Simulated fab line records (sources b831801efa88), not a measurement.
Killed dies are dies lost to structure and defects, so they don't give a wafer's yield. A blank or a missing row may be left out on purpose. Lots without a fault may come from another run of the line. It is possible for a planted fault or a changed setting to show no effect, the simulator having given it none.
Tool commonality check ; flow gf180mcu ; 45 wafers sampled across 13 lots

THE REASON FOR OPENING IT
Of 13 lots, 2 have the reading NSD_RS flagged at GF_PSD_RS_MEAS_14. Wafers without a fault read 46.12 ohm/sq, standard deviation 0.081.
Rule: a lot is flagged in two cases, either no wafer of it has a number, or all its wafers with numbers fall more than 4 standard deviations from that mean. The rest of the lots are taken to be sound.

lot;measured;on;NSD_RS (ohm/sq), wafer by wafer;flag
L749;day 14 07:08;film-metro-03;46.07 46.04 46.06;
L751;day 14 14:47;film-metro-04;46.15 46.10 46.04;
L753;day 15 17:56;film-metro-03;46.16 46.06 46.03;
L758;day 17 08:50;film-metro-03;48.91 49.07 48.92 48.86 49.00 48.92;FLAGGED
L760;day 18 05:25;film-metro-01;48.69 48.71 48.78 48.77 48.65 48.73;FLAGGED
L765;day 19 20:58;film-metro-04;46.25 46.18 46.17;
L766;day 20 06:51;film-metro-03;46.14 46.03 46.14;
L767;day 21 06:07;film-metro-03;46.20 46.19 46.14;
L768;day 21 15:13;film-metro-01;46.14 46.13 46.07;
L769;day 21 18:05;film-metro-01;46.11 46.03 46.09;
L770;day 21 22:22;film-metro-03;46.01 46.13 46.17;
L771;day 22 02:47;film-metro-01;46.05 46.12 46.17;
L772;day 22 10:01;film-metro-01;45.98 46.11 46.09;
Average over the flagged lots: 48.83 ohm/sq; offset from the usual +2.71 ohm/sq, equal to +34 standard deviations.

WHICH TOOL RAN EACH LOT
The record keeps 1 process step preceding the reading, out of 602 steps on the route. Every cell lists first the tool, next ch and the chambers used by the sampled wafers, and last the start.
lot;flag;GF_PSD_RTA_13
L749;;rtp-anneal-01 ch 0, day 14 07:02
L751;;rtp-anneal-01 ch 0, day 14 14:41
L753;;rtp-anneal-02 ch 0, day 15 17:52
L758;FLAGGED;rtp-anneal-01 ch 0, day 17 08:44
L760;FLAGGED;rtp-anneal-01 ch 0, day 18 05:19
L765;;rtp-anneal-02 ch 0, day 19 20:53
L766;;rtp-anneal-02 ch 0, day 20 06:45
L767;;rtp-anneal-02 ch 0, day 21 06:02
L768;;rtp-anneal-02 ch 0, day 21 15:07
L769;;rtp-anneal-01 ch 0, day 21 18:01
L770;;rtp-anneal-01 ch 0, day 21 22:16
L771;;rtp-anneal-01 ch 0, day 22 02:42
L772;;rtp-anneal-02 ch 0, day 22 09:56
What these steps do:
- GF_PSD_RTA_13: time 20 s.
- GF_PSD_RS_MEAS_14: measures by four-point-probe.

FLAGGED AGAINST TOTAL, ONE TOOL AT A TIME (gauges that did the reading follow at the end)
step;tool;lots run;flagged;share of the flagged lots;sound lots run after its first flagged lot
GF_PSD_RTA_13;rtp-anneal-01;7;2;all;3 (L769,L770,L771)
GF_PSD_RTA_13;rtp-anneal-02;6;0;none;-
GF_PSD_RS_MEAS_14;film-metro-01;5;1;some;4 (L768,L769,L771,L772)
GF_PSD_RS_MEAS_14;film-metro-03;6;1;some;3 (L766,L767,L770)
GF_PSD_RS_MEAS_14;film-metro-04;2;0;none;-

WHAT IS ALLOWED BY THE TABLE
All flagged lots share 1 row of the table, namely rtp-anneal-01 at GF_PSD_RTA_13.
- rtp-anneal-01 at GF_PSD_RTA_13: 2 of its 7 lots flagged. Sound lots ran on it after the first flagged one (L769, L770, L771), which a lasting fault on the whole tool wouldn't allow. Its own readings lie more than 4 standard deviations out on every wafer of the flagged lots: wafer_temp_C_max.
Not one row of the table ran every flagged lot while running no sound lot after the first.

WHAT WAS PUT IN BY THE SIMULATOR
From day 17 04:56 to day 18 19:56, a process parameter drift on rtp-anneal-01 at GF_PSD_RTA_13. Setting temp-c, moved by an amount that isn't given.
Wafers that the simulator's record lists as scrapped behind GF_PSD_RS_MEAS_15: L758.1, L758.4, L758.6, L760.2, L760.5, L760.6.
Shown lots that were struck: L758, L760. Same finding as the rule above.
